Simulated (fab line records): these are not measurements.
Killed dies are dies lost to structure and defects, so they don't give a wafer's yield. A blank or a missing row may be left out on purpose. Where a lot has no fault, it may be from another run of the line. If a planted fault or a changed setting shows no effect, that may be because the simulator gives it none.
Which tool did it? || flow sky130 || at 1 step of a route of 708, 6 lots with 18 wafers sampled

WHAT THE GAUGES SHOWED, per wafer
SKY_SONOS_ONO_THK_MEAS_03.
{"lot": "L935", "measured": "day 12 07:44", "on": "film-metro-04", "SONOS_ONO_CVD_02_THK (nm)": "10.72 10.74 10.74"}
{"lot": "L939", "measured": "day 13 11:32", "on": "film-metro-04", "SONOS_ONO_CVD_02_THK (nm)": "10.55 10.54 10.52"}
{"lot": "L945", "measured": "day 15 12:54", "on": "film-metro-02", "SONOS_ONO_CVD_02_THK (nm)": "10.44 10.32 10.27"}
{"lot": "L950", "measured": "day 17 07:24", "on": "film-metro-04", "SONOS_ONO_CVD_02_THK (nm)": "10.61 10.74 10.61"}
{"lot": "L953", "measured": "day 17 23:58", "on": "film-metro-03", "SONOS_ONO_CVD_02_THK (nm)": "10.56 10.69 10.55"}
{"lot": "L956", "measured": "day 18 23:11", "on": "film-metro-04", "SONOS_ONO_CVD_02_THK (nm)": "10.60 10.49 10.63"}

WHICH TOOL RAN EACH LOT (tool, then ch and the chambers of the sampled wafers, then the start)
The record holds no process step before these readings.

THE ANSWER, worked out from the rows above alone
Rule: the usual values come from the lots themselves. The widest of any qualifying gaps counts: lots, ordered by their means at a reading, are off when they make up no more than a third of the lots, leave a main group of 4 or more, and stand apart from it by 3 or more times the standard deviation of that group's means. A main group is skipped when, at the precision printed for the reading in the tables above, its means are all equal. Also off: a lot with no number at a reading for which 4 or more lots have one. All remaining lots with rows at the step are treated as sound.
No lot is off at any reading shown: from this, nothing can be told.

WHAT WAS PUT IN BY THE SIMULATOR
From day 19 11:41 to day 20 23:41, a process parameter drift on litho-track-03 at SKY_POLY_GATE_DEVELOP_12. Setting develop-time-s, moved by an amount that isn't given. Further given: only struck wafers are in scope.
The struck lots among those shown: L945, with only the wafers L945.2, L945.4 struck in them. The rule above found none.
